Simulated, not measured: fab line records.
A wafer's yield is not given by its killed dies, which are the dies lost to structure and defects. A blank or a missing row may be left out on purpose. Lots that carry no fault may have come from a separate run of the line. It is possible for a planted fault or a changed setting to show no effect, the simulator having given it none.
Matching of chambers	flow gf180mcu	GF_V3_CMP_04 on cmp-01 has 4 sister chambers
The step polishes SiO2. 8 wafers are shown with their chamber, then 8 later ones without.

== WAFERS PAIRED WITH THEIR CHAMBERS ==
wafer	chamber	motor current A (A)	retaining ring pressure frac
L151.3	1	11.6	1.003
L159.2	0	9.9	1.005
L159.5	3	11.9	0.998
L159.6	0	11.0	1.002
L160.2	2	13.5	0.997
L160.3	1	11.6	1.003
L160.6	2	13.6	0.996
L166.2	3	11.8	0.998

== WAFERS WITHOUT THEIR CHAMBER ==
wafer	motor current A (A)	retaining ring pressure frac
L166.5	14.8	1.001
L166.6	12.3	0.998
L168.3	10.4	0.993
L168.4	11.4	1.003
L168.5	10.9	0.997
L169.1	14.3	0.999
L169.4	10.6	0.999
L169.5	10.9	1.001

== CHAMBER TAKEN BY EACH ==
wafer	from the rows above	in truth
L166.5	2	2
L166.6	3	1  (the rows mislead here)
L168.3	3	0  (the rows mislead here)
L168.4	can't be placed: 1 or 0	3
L168.5	3	3
L169.1	2	2
L169.4	can't be placed: 3 or 0 or 1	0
L169.5	can't be placed: 0 or 1 or 3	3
Correctly placed: 3 of 8. Cannot be placed on the basis of these rows: 3; the candidates contain the true chamber in 2. Wrongly placed: 2.
How it was worked out, from the rows above alone: a wafer's distance from a chamber is the root of the sum, over the readings, of the square of ((its reading less the chamber's mean) divided by the reading's scatter). If the next closest chamber is less than 2 further off than the closest, the wafer can't be placed; otherwise it belongs to the closest. The mean given for a chamber averages the wafers shown for that chamber. The scatter: the root of (the sum of the squares of (reading less its chamber's mean) over the shown wafers, divided by (wafers less chambers)).
